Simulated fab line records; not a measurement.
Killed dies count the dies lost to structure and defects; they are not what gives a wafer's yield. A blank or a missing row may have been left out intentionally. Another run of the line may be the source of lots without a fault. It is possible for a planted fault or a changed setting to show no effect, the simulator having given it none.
fab line records	flow sky130
record: lots: 5	wafers: 15	lastDay: 50
route steps=708 shown VIA1@475 METAL2@483 PAD_OPEN@708
lots that met no fault: from a run of the same line without faults
startH: hours from the record's first day to the start of the lot's first wafer shown	waitH: hours elapsed since this lot's preceding step	" same as the row above	L1.1+2: a row that stands for several wafers	- value missing, or start not given	* or withheld: withheld	< > ~ a bound
route shown NAME@n: a module of which the file shows steps, and the number in the route of the first	usual: mean and standard deviation over wafers with no fault	same: alike in all rows	chamber/n: place in a boat	sites: readings site by site	_std_site: standard deviation of those values	_edge_site: inner sites' mean taken away from outer sites' mean	radiusMm: for every site, how far away it sits from the centre of the wafer	mask NAME#n: copy n	behind: the most recent tool/chamber to have shaped the wafer	hold: why the lot went on hold/how many hours it stayed there/how the hold came to an end	device: whichever transistor did not switch (one of n, p or np)	end of line: at the end of the route, the tests of the same wafers	a step given without rows: its recipe and nothing more	killed: dies lost to structure and defects at the first sort, not the wafer's yield	map: a wafer's dies, x killed, . not, _ none there
set.NAME: the run value of the setting; set.NAME@STEP: its run value at that earlier step	model.NAME: the simulator's own value behind a step, which no gauge read
lots at selected steps of the route; one table per step, one row per wafer
services: when a tool's chamber went out of use (startH, in hours from the record's first day, below 0 if earlier), for how many hours, and the reason
== steps ==
step: SKY_VIA1_STRIP_17
recipe: chemistry: postEtchResidueRemover	timeS: 1200	tempC: 72.5
step: SKY_VIA1_CLEAN_18
recipe: chemistry: IPA	timeS: 180	tempC: 25
step: SKY_VIA1_CLEAN_19
recipe: chemistry: O3/DIW	dry: n2Spin
step: SKY_VIA1_SPUTTER_20
recipe: material: TiN	targetThkNm: 20	chamberPressurePa: 5	powerW: 4000	timeS: 80
usual: throttleValvePct: 29.7/1.1
same: timeS: 80
lot.wafer	tool	chamber	startH	waitH	throttleValvePct
L891.1	pvdSputter-01	-	825.94	0.0	27.5
L891.5	"	-	"	"	27.6
L891.6	"	-	"	"	31.4
L903.3	pvdSputter-03	-	908.67	0.0	28.6
L903.4	"	-	"	"	30.4
L903.6	"	-	"	"	30.1
L905.1	pvdSputter-01	-	924.96	0.0	27.5
L905.4	"	-	"	"	31.5
L905.5	"	-	"	"	31.2
L909.1	pvdSputter-03	-	950.65	0.0	30.1
L909.3	"	-	"	"	30.0
L909.6	"	-	"	"	30.2
L908.1	pvdSputter-04	-	952.34	0.0	29.5
L908.3	"	-	"	"	29.8
L908.4	"	-	"	"	29.2
step: SKY_VIA1_CVD_21
recipe: material: W	targetThkNm: 270	timeS: 80.902	tempC: 400	pressureTorr: 40
usual: heaterPowerW: 797/65
same: timeS: 80.902
lot.wafer	tool	chamber	startH	waitH	heaterPowerW
L891.1	cvdW-01	1	826.00	0.0	878
L891.5	"	0	"	"	824
L891.6	"	1	"	"	871
L903.3	cvdW-02	1	908.76	0.1	831
L903.4	"	0	"	"	689
L903.6	"	1	"	"	846
L905.1	cvdW-01	1	925.02	0.0	819
L905.4	"	1	"	"	786
L905.5	"	0	"	"	793
L909.1	cvdW-02	0	950.71	0.0	684
L909.3	"	1	"	"	848
L909.6	"	1	"	"	855
L908.1	cvdW-01	1	952.40	0.0	803
L908.3	"	1	"	"	814
L908.4	"	0	"	"	806
step: SKY_VIA1_RS_MEAS_22
recipe: thkMeasGauge: four-point-probe	reads: W_of_VIA1_CVD_21+TiN_of_VIA1_SPUTTER_20
usual: VIA1_W_RS: 0.429/0.0058
lot.wafer	tool	chamber	startH	waitH	VIA1_W_RS[ohm/sq]
L891.1	filmMetro-02	-	826.09	0.1	0.424
L891.5	"	-	"	"	0.437
L891.6	"	-	"	"	0.428
L903.3	filmMetro-02	-	908.86	0.1	0.433
L903.4	"	-	"	"	0.429
L903.6	"	-	"	"	0.441
L905.1	filmMetro-03	-	925.11	0.1	0.428
L905.4	"	-	"	"	0.425
L905.5	"	-	"	"	0.429
L909.1	filmMetro-02	-	950.80	0.1	0.415
L909.3	"	-	"	"	0.429
L909.6	"	-	"	"	0.430
L908.1	filmMetro-01	-	952.50	0.1	0.428
L908.3	"	-	"	"	0.428
L908.4	"	-	"	"	0.428
step: SKY_VIA1_THK_MEAS_23
recipe: thkMeasGauge: xrf	reads: W_of_VIA1_CVD_21
usual: VIA1_W_THK: 279/3.8
lot.wafer	tool	chamber	startH	waitH	VIA1_W_THK[nm]
L891.1	filmMetro-02	-	826.21	0.1	283
L891.5	"	-	"	"	275
L891.6	"	-	"	"	280
L903.3	filmMetro-02	-	908.96	0.1	277
L903.4	"	-	"	"	279
L903.6	"	-	"	"	273
L905.1	filmMetro-03	-	925.23	0.1	280
L905.4	"	-	"	"	282
L905.5	"	-	"	"	278
L909.1	filmMetro-02	-	950.92	0.1	290
L909.3	"	-	"	"	280
L909.6	"	-	"	"	279
L908.1	filmMetro-01	-	952.62	0.1	278
L908.3	"	-	"	"	277
L908.4	"	-	"	"	277
step: SKY_VIA1_CMP_24
recipe: stopOn: SiO2	tOverpolishS: 15	downForcePsi: 3.5	platenRpm: 60	targetThkNm: 0	padVelocityMS: 0.94248
usual: edgeZonePressureFrac: 1.000/0.005	headPressurePsi: 3.500/0.0091	motorCurrentA: 11.0/0.66	overpolishRunS: 15.000/0.0094	slurryFilterDpKPa: 13.48/0.15	slurryFlowMlMin: 149.9/0.44	timeToEndpointS: 65/4.4
lot.wafer	tool	chamber	startH	waitH	edgeZonePressureFrac	headPressurePsi	motorCurrentA	overpolishRunS	slurryFilterDpKPa	slurryFlowMlMin	timeToEndpointS
L891.1	cmp-01	0	826.42	0.2	1.010	3.507	11.8	14.996	13.27	150.5	73
L891.5	"	1	"	"	1.002	3.506	11.6	14.990	13.40	149.7	59
L891.6	"	2	"	"	1.001	3.515	10.5	15.011	13.56	149.9	73
L903.3	cmp-01	3	909.00	0.0	0.991	3.500	10.9	15.004	13.50	149.9	73
L903.4	"	1	"	"	1.002	3.511	11.0	15.002	13.61	149.3	64
L903.6	"	0	"	"	0.999	3.507	11.6	15.000	13.34	149.8	71
L905.1	cmp-01	3	925.49	0.2	1.007	3.501	11.2	15.001	13.42	149.5	72
L905.4	"	0	"	"	1.009	3.514	11.7	14.998	13.49	149.5	68
L905.5	"	1	"	"	1.002	3.496	11.4	14.999	13.57	149.5	61
L909.3	cmp-02	2	953.27	2.3	1.000	3.502	10.7	14.986	13.32	149.9	63
L909.1	"	1	"	"	0.996	3.507	10.5	14.997	13.52	150.6	66
L909.6	"	3	"	"	1.010	3.498	10.1	14.999	13.29	150.7	64
L908.4	cmp-02	2	954.22	1.6	0.997	3.495	11.4	14.987	13.50	150.6	65
L908.1	"	3	"	"	1.006	3.504	10.1	15.006	13.72	150.5	67
L908.3	"	0	"	"	0.998	3.501	11.9	15.010	13.45	150.0	67
step: SKY_METAL2_SPUTTER_00
recipe: material: Ti	targetThkNm: 15	powerW: 3000	timeS: 10	chamberPressurePa: 0.4
step: SKY_METAL2_SPUTTER_01
recipe: material: TiN	targetThkNm: 20	powerW: 6500	timeS: 16.7	chamberPressurePa: 0.4
usual: throttleValvePct: 29.9/1.1
same: timeS: 16.7
lot.wafer	tool	chamber	startH	waitH	throttleValvePct
L891.1	pvdSputter-02	-	826.60	0.0	31.4
L891.5	"	-	"	"	29.0
L891.6	"	-	"	"	29.5
L903.3	pvdSputter-04	-	909.32	0.0	29.9
L903.4	"	-	"	"	29.3
L903.6	"	-	"	"	29.0
L905.1	pvdSputter-02	-	925.71	0.0	29.5
L905.4	"	-	"	"	30.2
L905.5	"	-	"	"	29.5
L909.1	pvdSputter-04	-	953.60	0.0	30.0
L909.3	"	-	"	"	29.5
L909.6	"	-	"	"	29.3
L908.1	pvdSputter-02	-	954.50	0.0	30.2
L908.3	"	-	"	"	31.2
L908.4	"	-	"	"	28.9
step: SKY_METAL2_SPUTTER_02
recipe: material: AlCu	targetThkNm: 250	powerW: 10600	timeS: 13.3	chamberPressurePa: 0.4
step: SKY_METAL2_SPUTTER_03
recipe: material: Ti	targetThkNm: 5	powerW: 3000	timeS: 3.3	chamberPressurePa: 0.4
usual: throttleValvePct: 29.9/1.1
same: timeS: 3.3
lot.wafer	tool	chamber	startH	waitH	throttleValvePct
L891.1	pvdSputter-02	-	826.65	0.0	31.0
L891.5	"	-	"	"	28.9
L891.6	"	-	"	"	29.5
L903.3	pvdSputter-04	-	909.37	0.0	29.6
L903.4	"	-	"	"	29.3
L903.6	"	-	"	"	29.2
L905.1	pvdSputter-02	-	925.76	0.0	29.8
L905.4	"	-	"	"	30.3
L905.5	"	-	"	"	29.5
L909.1	pvdSputter-04	-	953.65	0.0	29.9
L909.3	"	-	"	"	29.8
L909.6	"	-	"	"	29.6
L908.1	pvdSputter-02	-	954.55	0.0	29.8
L908.3	"	-	"	"	31.0
L908.4	"	-	"	"	28.9
step: SKY_METAL2_SPUTTER_04
recipe: material: TiN	targetThkNm: 70	powerW: 6500	timeS: 58.3	chamberPressurePa: 0.4
usual: throttleValvePct: 29.9/1.1
lot.wafer	tool	chamber	startH	waitH	throttleValvePct	model.TiN_of_METAL2_SPUTTER_04.thkNm
L891.1	pvdSputter-02	-	826.66	0.0	31.1	61.69
L891.5	"	-	"	"	28.8	64.1
L891.6	"	-	"	"	30.1	61.95
L903.3	pvdSputter-04	-	909.39	0.0	29.7	72.73
L903.4	"	-	"	"	29.3	70.59
L903.6	"	-	"	"	29.2	70.32
L905.1	pvdSputter-02	-	925.78	0.0	29.8	68.9
L905.4	"	-	"	"	30.2	69.25
L905.5	"	-	"	"	29.6	68.37
L909.1	pvdSputter-04	-	953.66	0.0	29.7	70.71
L909.3	"	-	"	"	29.5	70.14
L909.6	"	-	"	"	29.7	69.95
L908.1	pvdSputter-02	-	954.56	0.0	30.3	70.18
L908.3	"	-	"	"	31.1	68.66
L908.4	"	-	"	"	28.9	70.3
step: SKY_METAL2_RS_MEAS_05
recipe: thkMeasGauge: four-point-probe	reads: TiN_of_METAL2_SPUTTER_04+Ti_of_METAL2_SPUTTER_03+AlCu_of_METAL2_SPUTTER_02+TiN_of_METAL2_SPUTTER_01+Ti_of_METAL2_SPUTTER_00
usual: METAL2_ALCU_RS: 0.1272/0.0017
lot.wafer	tool	chamber	startH	waitH	hold	METAL2_ALCU_RS[ohm/sq]
L891.1	filmMetro-01	-	826.71	0.0	awaitDispo/0.2h/release	0.1313
L891.5	"	-	"	"	awaitDispo/0.2h/release	0.1280
L891.6	"	-	"	"	awaitDispo/0.2h/release	0.1306
L891.1	filmMetro-01	-	827.00	0.3	-	0.1315
L891.5	"	-	"	"	-	0.1277
L891.6	"	-	"	"	-	0.1307
L903.3	filmMetro-02	-	909.48	0.1	-	0.1257
L903.4	"	-	"	"	-	0.1266
L903.6	"	-	"	"	-	0.1266
L905.1	filmMetro-01	-	925.83	0.0	-	0.1269
L905.4	"	-	"	"	-	0.1294
L905.5	"	-	"	"	-	0.1264
L909.1	filmMetro-04	-	953.71	0.0	-	0.1265
L909.3	"	-	"	"	-	0.1238
L909.6	"	-	"	"	-	0.1240
L908.1	filmMetro-04	-	954.65	0.1	-	0.1290
L908.3	"	-	"	"	-	0.1283
L908.4	"	-	"	"	-	0.1265
step: SKY_METAL2_THK_MEAS_06
recipe: thkMeasGauge: xrf	reads: AlCu_of_METAL2_SPUTTER_02
usual: METAL2_ALCU_THK: 246/3.4
lot.wafer	tool	chamber	startH	waitH	hold	METAL2_ALCU_THK[nm]
L891.1	filmMetro-01	-	829.97	2.9	awaitDispo/2.8h/release	244
L891.5	"	-	"	"	awaitDispo/2.8h/release	249
L891.6	"	-	"	"	awaitDispo/2.8h/release	243
L903.3	filmMetro-02	-	909.58	0.1	-	246
L903.4	"	-	"	"	-	245
L903.6	"	-	"	"	-	246
L905.1	filmMetro-01	-	925.95	0.1	-	250
L905.4	"	-	"	"	-	245
L905.5	"	-	"	"	-	246
L909.1	filmMetro-04	-	953.83	0.1	-	247
L909.3	"	-	"	"	-	252
L909.6	"	-	"	"	-	251
L908.1	filmMetro-04	-	954.77	0.1	-	242
L908.3	"	-	"	"	-	243
L908.4	"	-	"	"	-	246
step: SKY_METAL2_DEHYDRATE_07
recipe: tempC: 200	timeS: 60
step: SKY_METAL2_HMDS_08
recipe: primeTimeS: 60	primeTempC: 120
step: SKY_METAL2_COAT_09
recipe: resist: BARC	tempC: withheld	timeS: withheld	spinRpm: 3000	resistThkNm: 60
step: SKY_METAL2_COAT_10
recipe: resist: KrF-thick	spinRpm: 3000	resistThkNm: 450
step: SKY_METAL2_SOFTBAKE_11
recipe: tempC: 100	timeS: 90	resist: KrF-thick
step: SKY_METAL2_EXPOSE_12
recipe: maskId: MM2	na: 0.8	sourceShape: annular	sigmaInner: 0.55	sigmaOuter: 0.85	targetCdNm: 140	doseMj: 28
step: SKY_METAL2_PEB_13
recipe: pebTempC: withheld	pebTimeS: withheld	resist: KrF-thick
step: SKY_METAL2_DEVELOP_14
recipe: developTimeS: 60	resist: KrF-thick	devTempC: 21
step: SKY_METAL2_CD_MEAS_15
recipe: targetCdNm: 140
usual: cdNm: 140.3/1.9
lot.wafer	tool	chamber	startH	waitH	cdNm
L891.1	cdSem-02	-	853.26	-	140.9
L891.5	"	-	"	"	142.5
L891.6	"	-	"	"	140.1
L903.3	cdSem-02	-	934.87	-	143.2
L903.4	"	-	"	"	143.1
L903.6	"	-	"	"	143.5
L905.1	cdSem-02	-	950.28	-	138.9
L905.4	"	-	"	"	136.4
L905.5	"	-	"	"	137.9
L909.1	cdSem-01	-	977.41	-	139.2
L909.3	"	-	"	"	139.0
L909.6	"	-	"	"	140.7
L908.1	cdSem-01	-	978.78	-	137.2
L908.3	"	-	"	"	136.9
L908.4	"	-	"	"	136.8
step: SKY_METAL2_OVL_MEAS_16
usual: METAL2_OVL: 0/4.8
lot.wafer	tool	chamber	startH	waitH	METAL2_OVL[nm]
L891.1	overlay-01	-	853.38	0.1	-3
L891.5	"	-	"	"	2
L891.6	"	-	"	"	1
L903.3	overlay-02	-	934.96	0.1	1
L903.4	"	-	"	"	3
L903.6	"	-	"	"	0
L905.1	overlay-01	-	950.40	0.1	7
L905.4	"	-	"	"	6
L905.5	"	-	"	"	4
L909.1	overlay-01	-	977.53	0.1	3
L909.3	"	-	"	"	-1
L909.6	"	-	"	"	3
L908.1	overlay-01	-	978.90	0.1	-4
L908.3	"	-	"	"	-8
L908.4	"	-	"	"	-2
step: SKY_METAL2_DESCUM_17
recipe: chemistry: O2	sourcePowerW: 150	biasPowerW: 0	pressureMtorr: 10	tempC: 40	timeS: 8
step: SKY_METAL2_ETCH_18
recipe: chemistry: N2/H2	target: BARC	ionEnergyEv: 200	biasW: 100	pressureMtorr: 30	n2FlowSccm: 100	h2FlowSccm: 200	icpW: 500	stopOn: SiO2	timeS: 45.9	targetDepthA: 600
step: SKY_METAL2_METAL_ETCH_19
recipe: targetDepthA: 3600	stopOn: SiO2	overEtchFrac: 0.3	timeS: 78	chemistry: Cl2/BCl3	resistSidewallDeg: 88	pressureMtorr: 10	icpW: 900	biasW: 48.5	Cl2_flow_sccm: 60	bcl3FlowSccm: 30
step: SKY_METAL2_STRIP_20
recipe: chemistry: O2/N2	powerW: 1400	pressureMtorr: 1500	platenTempC: withheld	o2FlowSccm: 3000	n2FlowSccm: 300	overashFraction: 0.5
step: SKY_METAL2_STRIP_21
recipe: chemistry: postEtchResidueRemover	timeS: 1200	tempC: 72.5
usual: bathHeatDutyPct: 14.5/1.4
same: timeS: 1200
lot.wafer	tool	chamber	startH	waitH	bathHeatDutyPct	model.TiN_of_METAL2_SPUTTER_04.thkNm
L891.1	wetBench-04	1	853.70	0.1	17.3	61.27
L891.5	"	1	"	"	16.3	63.68
L891.6	"	1	"	"	17.6	61.53
L903.3	wetBench-04	0	935.27	0.0	12.4	72.31
L903.4	"	0	"	"	13.3	70.17
L903.6	"	0	"	"	13.5	69.9
L905.1	wetBench-01	1	950.72	0.1	13.6	68.48
L905.4	"	1	"	"	14.4	68.83
L905.5	"	1	"	"	14.9	67.95
L909.1	wetBench-03	0	977.85	0.1	14.3	70.29
L909.3	"	0	"	"	14.8	69.72
L909.6	"	0	"	"	13.8	69.53
L908.1	wetBench-04	2	979.22	0.1	15.0	69.76
L908.3	"	2	"	"	15.8	68.24
L908.4	"	2	"	"	14.0	69.88
step: SKY_METAL2_CLEAN_22
recipe: chemistry: IPA	timeS: 180	tempC: 25
step: SKY_PAD_OPEN_PROBE_99
usual: defectLimitedYield: 82.2/2	killed_at_M0_to_M3: 45/7.2	killed_at_M4_up: 3.0/1.8	killedAtContacts: 25/6.1	killedAtFrontEnd: 14/4.4	killedAtOther: 0.2/0.44	killedDies: 88/10	killedOpen: 48/7.4	killedShort: 40/6.3	sort_bin_3_pad_short: 0.9/0.41	sort_bin_5_function: 10.6/1.5	sort_bin_6_memory: 6.4/1.2	sortNPass: 404/10	sortYieldPct: 82.2/2
same: grossDies: 492	killedAtBackSide: 0	sort_bin_4_leakage[%]: 0	sort_bin_8_speed[%]: 0
lot.wafer	tool	chamber	startH	waitH	defectLimitedYield[%]	killed_at_M0_to_M3	killed_at_M4_up	killedAtContacts	killedAtFrontEnd	killedAtOther	killedDies	killedOpen	killedShort	sort_bin_3_pad_short[%]	sort_bin_5_function[%]	sort_bin_6_memory[%]	sortNPass	sortYieldPct[%]
L891.1	prober-01	-	1105.10	0.1	80.9	40	5	30	19	0	94	46	48	0.8	12.6	5.7	398	80.9
L891.5	prober-01	-	1105.30	0.2	84.6	46	4	14	11	1	76	38	38	1.4	7.9	6.1	416	84.6
L891.6	prober-01	-	1105.35	0.2	83.1	41	3	25	14	0	83	44	39	1.6	9.8	5.5	409	83.1
L903.3	prober-01	-	1167.50	0.2	82.9	40	1	29	14	0	84	45	39	1.0	11.2	4.9	408	82.9
L903.4	prober-01	-	1167.55	0.2	82.3	42	3	27	15	0	87	50	37	0.8	9.6	7.3	405	82.3
L903.6	prober-01	-	1167.65	0.2	82.9	51	0	20	13	0	84	45	39	1.4	10.4	5.3	408	82.9
L905.1	prober-02	-	1176.93	0.1	82.1	40	3	20	24	1	88	51	37	0.6	12.2	5.1	404	82.1
L905.4	prober-02	-	1177.08	0.2	84.6	40	4	22	9	1	76	44	32	0.4	9.8	5.3	416	84.6
L905.5	prober-02	-	1177.13	0.2	85.6	42	4	11	14	0	71	35	36	0.4	6.5	7.5	421	85.6
L909.1	prober-01	-	1193.18	0.1	80.1	43	5	30	20	0	98	49	49	1.6	10.4	7.9	394	80.1
L909.3	prober-01	-	1193.28	0.2	83.5	43	2	25	11	0	81	46	35	0.4	10.4	5.7	411	83.5
L909.6	prober-01	-	1193.43	0.2	81.3	47	3	27	14	1	92	59	33	1.8	10.6	6.3	400	81.3
L908.1	prober-02	-	1195.59	0.1	81.7	33	8	30	19	0	90	50	40	1.0	12.0	5.3	402	81.7
L908.3	prober-02	-	1195.69	0.2	81.3	51	4	23	14	0	92	55	37	0.8	10.4	7.5	400	81.3
L908.4	prober-02	-	1195.74	0.2	83.1	48	6	17	12	0	83	42	41	0.4	11.6	4.9	409	83.1
killed by level:class
L891.1 CONTACT:geometricParticle:open=10 POLY_GATE:geometricParticle:short=9 LI_CONTACT:geometricParticle:open=9 METAL2:geometricParticle:short=7 VIA3:geometricParticle:open=6 LI_CONTACT:geometricParticle:short=6 VIA2:geometricParticle:open=6 VIA1:geometricParticle:short=5
L891.5 VIA2:geometricParticle:open=9 VIA1:geometricParticle:open=8 VIA1:geometricParticle:short=6 LI_CONTACT:geometricParticle:open=5 VIA3:geometricParticle:open=5 CONTACT:geometricParticle:open=4 METAL2:geometricParticle:short=4 VIA2:geometricParticle:short=4
L891.6 CONTACT:geometricParticle:open=9 LI_CONTACT:geometricParticle:open=8 VIA3:geometricParticle:open=7 POLY_GATE:geometricParticle:short=6 VIA1:geometricParticle:open=6 VIA1:geometricParticle:short=5 CONTACT:geometricParticle:short=5 VIA2:geometricParticle:open=5
L903.3 CONTACT:geometricParticle:open=12 METAL1:geometricParticle:short=8 VIA1:geometricParticle:open=8 LI_CONTACT:geometricParticle:open=6 VIA2:geometricParticle:open=6 CONTACT:geometricParticle:short=5 METAL2:geometricParticle:short=5 POLY_GATE:geometricParticle:short=4
L903.4 VIA1:geometricParticle:open=15 CONTACT:geometricParticle:open=10 VIA1:geometricParticle:short=7 CONTACT:geometricParticle:short=6 FIELD_ISO:geometricParticle:open=5 METAL1:geometricParticle:short=5 POLY_GATE:geometricParticle:short=4 LI_CONTACT:geometricParticle:open=4
L903.6 VIA1:geometricParticle:open=13 METAL1:geometricParticle:short=10 VIA3:geometricParticle:open=9 CONTACT:geometricParticle:short=6 VIA1:geometricParticle:short=6 FIELD_ISO:geometricParticle:short=5 POLY_GATE:geometricParticle:open=4 LOCAL_INTERCONNECT:geometricParticle:open=4
L905.1 VIA1:geometricParticle:open=13 CONTACT:geometricParticle:open=8 FIELD_ISO:geometricParticle:open=6 LI_CONTACT:geometricParticle:open=6 VIA2:geometricParticle:open=6 FIELD_ISO:geometricParticle:short=5 METAL1:geometricParticle:short=4 VIA1:geometricParticle:short=4
L905.4 VIA1:geometricParticle:open=12 CONTACT:geometricParticle:open=9 VIA3:geometricParticle:open=8 METAL2:geometricParticle:short=6 LI_CONTACT:geometricParticle:open=5 VIA2:geometricParticle:open=5 FIELD_ISO:geometricParticle:short=4 LOCAL_INTERCONNECT:geometricParticle:short=4
L905.5 METAL1:geometricParticle:short=6 VIA1:geometricParticle:open=6 VIA3:geometricParticle:open=6 FIELD_ISO:geometricParticle:open=5 VIA2:geometricParticle:open=5 VIA2:geometricParticle:short=4 METAL2:geometricParticle:short=4 LI_CONTACT:geometricParticle:open=3
L909.1 VIA1:geometricParticle:open=10 CONTACT:geometricParticle:open=8 FIELD_ISO:geometricParticle:open=7 VIA3:geometricParticle:open=7 LOCAL_INTERCONNECT:geometricParticle:short=6 LI_CONTACT:geometricParticle:open=6 CONTACT:geometricParticle:short=6 VIA3:geometricParticle:short=6
L909.3 VIA1:geometricParticle:open=12 CONTACT:geometricParticle:open=11 METAL1:geometricParticle:short=9 VIA2:geometricParticle:open=6 FIELD_ISO:geometricParticle:open=5 LI_CONTACT:geometricParticle:open=5 VIA1:geometricParticle:short=5 POLY_GATE:geometricParticle:short=4
L909.6 CONTACT:geometricParticle:open=11 LI_CONTACT:geometricParticle:open=9 VIA1:geometricParticle:open=9 METAL1:geometricParticle:short=8 VIA2:geometricParticle:open=8 VIA3:geometricParticle:open=6 METAL2:geometricParticle:short=6 FIELD_ISO:geometricParticle:open=5
L908.1 VIA1:geometricParticle:open=11 CONTACT:geometricParticle:open=10 POLY_GATE:geometricParticle:open=7 LI_CONTACT:geometricParticle:open=6 LOCAL_INTERCONNECT:geometricParticle:short=6 CONTACT:geometricParticle:short=6 VIA3:geometricParticle:open=6 FIELD_ISO:geometricParticle:short=5
L908.3 CONTACT:geometricParticle:open=12 VIA1:geometricParticle:open=11 VIA3:geometricParticle:open=9 METAL3:geometricParticle:short=7 VIA2:geometricParticle:open=6 FIELD_ISO:geometricParticle:open=5 VIA1:geometricParticle:short=5 LI_CONTACT:geometricParticle:open=4
L908.4 VIA3:geometricParticle:open=10 METAL1:geometricParticle:short=7 VIA1:geometricParticle:open=7 METAL2:geometricParticle:short=6 VIA2:geometricParticle:open=6 VIA1:geometricParticle:short=5 CONTACT:geometricParticle:open=5 METAL4:geometricParticle:short=5
== services ==
tool	chamber	startH	hours	kind
cmp-02	-	802.76	1.7	repair
cmp-01	-	808.03	2.9	repair
pvdSputter-01	-	811.31	12.5	repair
cmp-02	-	828.17	1.4	repair
pvdSputter-03	-	833.22	2.7	repair
pvdSputter-04	-	841.51	1.9	repair
pvdSputter-02	0	851.05	-	consumableReplace:kit
cmp-02	-	851.60	0.7	repair
cmp-02	-	858.47	3.0	repair
cmp-01	-	864.11	2.9	repair
pvdSputter-03	-	865.72	6.2	repair
wetBench-04	-	870.66	2.2	repair
pvdSputter-01	-	878.44	4.8	repair
cmp-02	-	892.93	1.1	repair
wetBench-04	-	902.81	2.1	repair
cvdW-01	-	904.00	14.0	pm
cmp-01	-	904.66	3.7	repair
cmp-02	-	908.36	23.6	pm
cmp-02	-	931.98	4.0	pm
cmp-02	-	933.40	19.3	repair
cmp-01	-	940.20	3.5	repair
cmp-02	-	943.21	4.9	repair
cmp-01	-	949.87	6.5	repair
cmp-02	-	971.95	1.8	repair
== key ==
firstSign: step: SKY_METAL2_RS_MEAS_05	reading: visit	direction: added
effect none on later readings
modelEffect: step: SKY_METAL2_SPUTTER_04	value: TiN_of_METAL2_SPUTTER_04.thkNm	without: 69.56	struck: 62.58
modelEffect: step: SKY_METAL2_STRIP_21	value: TiN_of_METAL2_SPUTTER_04.thkNm	without: 69.15	struck: 62.16
metAt SKY_METAL2_SPUTTER_04
struckWafers L891.1,L891.5,L891.6
fault: kind: processParameterDrift	tool: pvdSputter-02	chamber: -	onsetH: 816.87	steps: SKY_METAL2_SPUTTER_04	channel: timeS	offset: *	shape: step	endH: 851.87	actsIn: *	stated: *
